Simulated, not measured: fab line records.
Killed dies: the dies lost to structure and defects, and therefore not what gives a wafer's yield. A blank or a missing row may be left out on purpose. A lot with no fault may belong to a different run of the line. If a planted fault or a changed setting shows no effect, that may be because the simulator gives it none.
Problem report, 8D (eight disciplines) form, completed by code :: flow gf180mcu :: the parts of the form that need people (team, actions taken, sign-off) are left out

1. WHAT WENT WRONG
Wafers without a fault read 0.4000 Pa, standard deviation 0.00082; chamber_pressure_pa at GF_MIM_SPUTTER_08 reads a mean of 0.3615 Pa on 6 wafers belonging to 2 lots. That is -47 standard deviations from the usual mean.
The step: material AlCu, target thk 200 nm, time 10.6 s.
First observed at day 27 23:55: wafer L796.2, on pvd_sputter-03. The record holds 18 wafers of 6 lots with a number at this step. Rule for "out" (also "out of limits"): further than 4 standard deviations from the usual mean. All remaining wafers that have a number are taken as sound.

2. WHAT IT IS AND WHAT IT IS NOT
question: which readings at this step
is: chamber_pressure_pa
is not: -

question: which lots
is: L796, L797
is not: L787, L788, L806, L809

question: which wafers of those lots
is: all that have a number
is not: -

question: read on which tools
is: pvd_sputter-03
is not: pvd_sputter-02, pvd_sputter-04

question: when
is: from day 27 23:55
is not: up to then (6 sound wafers); but 6 sound wafers of L806, L809 came after

3. WHAT RULES OUT EACH SUSPECT
Counting: a tool at any process step up to the reading remains a suspect when it ran all the lots that are out and ran no sound lot after the first of those.
- pvd_sputter-03 at GF_MIM_SPUTTER_08 (material AlCu, target thk 200 nm, time 10.6 s): kept. It ran every lot that is out, first L796 (day 27 23:55), and no sound lot after that; its last sound lot up to then is L787 (day 24 19:54). On those wafers its own readings are out: chamber_pressure_pa.
Left after counting: pvd_sputter-03 at GF_MIM_SPUTTER_08.

4. THE CAUSE (what the simulator had put in)
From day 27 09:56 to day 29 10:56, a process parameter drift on pvd_sputter-03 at GF_MIM_SPUTTER_08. From 0.4, the setting chamber_pressure_pa moved by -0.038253. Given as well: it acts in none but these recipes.
After counting, this tool was the only one left.

5. THE EFFECT CHAIN, in route order
Each row: a reading whose mean over the struck wafers that have a number lies more than 3 standard deviations from the usual. Only readings whose record carries a usual standard deviation are examined. hours: median over the lots of the time between each lot's start at the first step of this table that gives one and its start at this step. sigmas: the change, counted in usual standard deviations.
hours: 0
step: GF_MIM_SPUTTER_08
reading: chamber_pressure_pa
usual: 0.4000 Pa
on struck wafers: 0.3615
change: -0.0385
sigmas: -47
The process steps in it:
- GF_MIM_SPUTTER_08: material AlCu, target thk 200 nm, time 10.6 s.

6. WHAT WOULD HAVE CAUGHT IT SOONER
The fault began at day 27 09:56; the first out-of-limits reading in this record came at day 27 23:55, 14 hours later.
